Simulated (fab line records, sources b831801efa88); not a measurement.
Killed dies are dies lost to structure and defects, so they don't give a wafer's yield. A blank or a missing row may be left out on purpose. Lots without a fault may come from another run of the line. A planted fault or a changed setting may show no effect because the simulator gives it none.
Which tool did it? | flow gf180mcu | 6 lots, 18 wafers sampled, at 3 steps of a route of 602

WHAT THE GAUGES READ, wafer by wafer
GF_HV_LDD_CD_MEAS_46: target cd 400 nm.
lot  | measured     | on        | cd_nm (nm)
L636 | day 13 01:08 | cd_sem-02 | 401.3 402.1 403.2
L638 | day 13 19:29 | cd_sem-02 | 400.9 403.0 402.9
L640 | day 14 18:12 | cd_sem-01 | 398.7 398.1 400.0
L645 | day 16 02:19 | cd_sem-02 | 396.0 395.9 395.0
L649 | day 17 08:50 | cd_sem-02 | 416.5 415.5 417.5
L655 | day 19 15:00 | cd_sem-01 | 401.6 399.7 398.4

WHICH TOOL RAN EACH LOT (tool, then ch and the chambers of the sampled wafers, then the start)
lot  | GF_DUAL_GATE_STRIP_13                | GF_HV_LDD_EXPOSE_43
L636 | plasma_asher-01 ch 0,1, day 8 23:25  | iline_stepper-02 ch 0, day 12 15:19
L638 | plasma_asher-02 ch 0,1, day 9 10:13  | iline_stepper-02 ch 0, day 13 09:05
L640 | plasma_asher-01 ch 1, day 10 07:11   | iline_stepper-02 ch 0, day 14 07:22
L645 | plasma_asher-01 ch 0,1, day 11 13:12 | iline_stepper-02 ch 0, day 15 15:04
L649 | plasma_asher-02 ch 0,1, day 12 15:31 | iline_stepper-01 ch 0, day 16 21:56
L655 | plasma_asher-01 ch 0,1, day 14 14:43 | iline_stepper-02 ch 0, day 19 03:01
- GF_DUAL_GATE_STRIP_13: strips in O2/N2.
- GF_HV_LDD_EXPOSE_43: exposes mask Pplus HV AREA, target cd 400 nm.

THE ANSWER, worked out from the rows above alone
Rule: what is usual is taken from the lots themselves. Put in order of their means at a reading, lots are off if they are a third of the lots or fewer, leave a main group of 4 or more, and stand apart from it by a gap of 3 or more times the standard deviation of the main group's means; of several such gaps the widest counts. A main group whose means are all the same, to the digits that the tables above print for the reading, isn't used. A lot without any number at a reading at which 4 lots or more have one is off too. The other lots that the step has rows for count as sound.
Off: L649, at GF_HV_LDD_CD_MEAS_46 (cd_nm). The main group: mean 399.8 nm, standard deviation 2.4.
A tool fits if, at a process step before that reading, it ran every lot that is off, and no sound lot after the first of them. The gauges at GF_HV_LDD_CD_MEAS_46 are tried like those tools. Can't be told from this: 3 tools fit, plasma_asher-02 at GF_DUAL_GATE_STRIP_13, iline_stepper-01 at GF_HV_LDD_EXPOSE_43, cd_sem-02 at GF_HV_LDD_CD_MEAS_46.

WHAT THE SIMULATOR HAD PUT IN
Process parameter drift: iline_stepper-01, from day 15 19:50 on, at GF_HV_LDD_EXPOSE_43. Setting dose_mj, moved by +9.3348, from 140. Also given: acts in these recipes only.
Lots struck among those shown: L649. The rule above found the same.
